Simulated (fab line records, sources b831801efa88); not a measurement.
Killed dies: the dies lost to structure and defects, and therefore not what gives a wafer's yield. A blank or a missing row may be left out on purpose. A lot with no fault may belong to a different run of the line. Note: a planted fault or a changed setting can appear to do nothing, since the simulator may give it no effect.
Which tool is to blame? || flow sky130 || route of 708 steps, sampled at 1 step: 15 lots, 45 wafers

WHAT THE GAUGES READ, wafer by wafer
SKY_VIA4_OVL_MEAS_11. Usual: VIA4_OVL typically reads -0.2 nm, with standard deviation 1.3.
{"lot": "L739", "measured": "day 42 19:00", "on": "overlay-01", "VIA4_OVL (nm)": "0.0 -0.4 0.3", "flag": ""}
{"lot": "L741", "measured": "day 43 07:41", "on": "overlay-02", "VIA4_OVL (nm)": "-0.3 -1.3 -0.4", "flag": ""}
{"lot": "L742", "measured": "day 44 00:17", "on": "overlay-02", "VIA4_OVL (nm)": "-1.4 1.3 0.6", "flag": ""}
{"lot": "L743", "measured": "day 44 00:23", "on": "overlay-01", "VIA4_OVL (nm)": "1.0 -0.3 0.6", "flag": ""}
{"lot": "L744", "measured": "day 44 07:41", "on": "overlay-02", "VIA4_OVL (nm)": "-3.6 -3.5 -3.0", "flag": ""}
{"lot": "L746", "measured": "day 44 22:29", "on": "overlay-01", "VIA4_OVL (nm)": "-1.2 0.2 0.7", "flag": ""}
{"lot": "L747", "measured": "day 45 16:59", "on": "overlay-01", "VIA4_OVL (nm)": "1.2 0.9 1.1", "flag": ""}
{"lot": "L752", "measured": "day 47 06:08", "on": "overlay-02", "VIA4_OVL (nm)": "-1.5 -1.2 -2.2", "flag": ""}
{"lot": "L753", "measured": "day 47 07:27", "on": "overlay-01", "VIA4_OVL (nm)": "-0.9 0.6 -1.1", "flag": ""}
{"lot": "L754", "measured": "day 47 07:50", "on": "overlay-01", "VIA4_OVL (nm)": "-0.6 0.4 0.5", "flag": ""}
{"lot": "L756", "measured": "day 47 11:32", "on": "overlay-02", "VIA4_OVL (nm)": "0.9 0.7 -0.6", "flag": ""}
{"lot": "L757", "measured": "day 47 16:39", "on": "overlay-02", "VIA4_OVL (nm)": "-1.5 -1.3 -0.8", "flag": ""}
{"lot": "L759", "measured": "day 48 13:41", "on": "overlay-01", "VIA4_OVL (nm)": "-1.4 -1.1 -0.8", "flag": ""}
{"lot": "L760", "measured": "day 48 14:35", "on": "overlay-02", "VIA4_OVL (nm)": "2.5 1.2 1.3", "flag": ""}
{"lot": "L761", "measured": "day 48 19:49", "on": "overlay-02", "VIA4_OVL (nm)": "1.2 2.2 1.1", "flag": ""}

WHICH TOOL RAN EACH LOT (tool, then ch and the chambers of the sampled wafers, then the start)
Before these readings, the record contains no process step.

AS READ BY THE TOOLS THEMSELVES (means over the sampled wafers that have a number; for cases with no such wafer, the mark the record gives instead)
The record holds no such reading with a usual standard deviation.

THE ANSWER, worked out from the rows above alone
Rule: take the mean of a lot's wafers that have a number; if it is more than 3 standard deviations from the usual mean, the lot is off. A lot without any number at a reading at which 4 lots or more have one is off too. Where the step has rows for the other lots, those lots are counted as sound. After the gauges, taken in route order, come the tools' own readings; for these a lot's mean is taken, as printed above. The first step at which some lot is off is used, and at that step the reading that is off furthest; a lot without a number counts as furthest.
No lot is off at any reading shown: from this, nothing can be told.

WHAT THE SIMULATOR HAD PUT IN
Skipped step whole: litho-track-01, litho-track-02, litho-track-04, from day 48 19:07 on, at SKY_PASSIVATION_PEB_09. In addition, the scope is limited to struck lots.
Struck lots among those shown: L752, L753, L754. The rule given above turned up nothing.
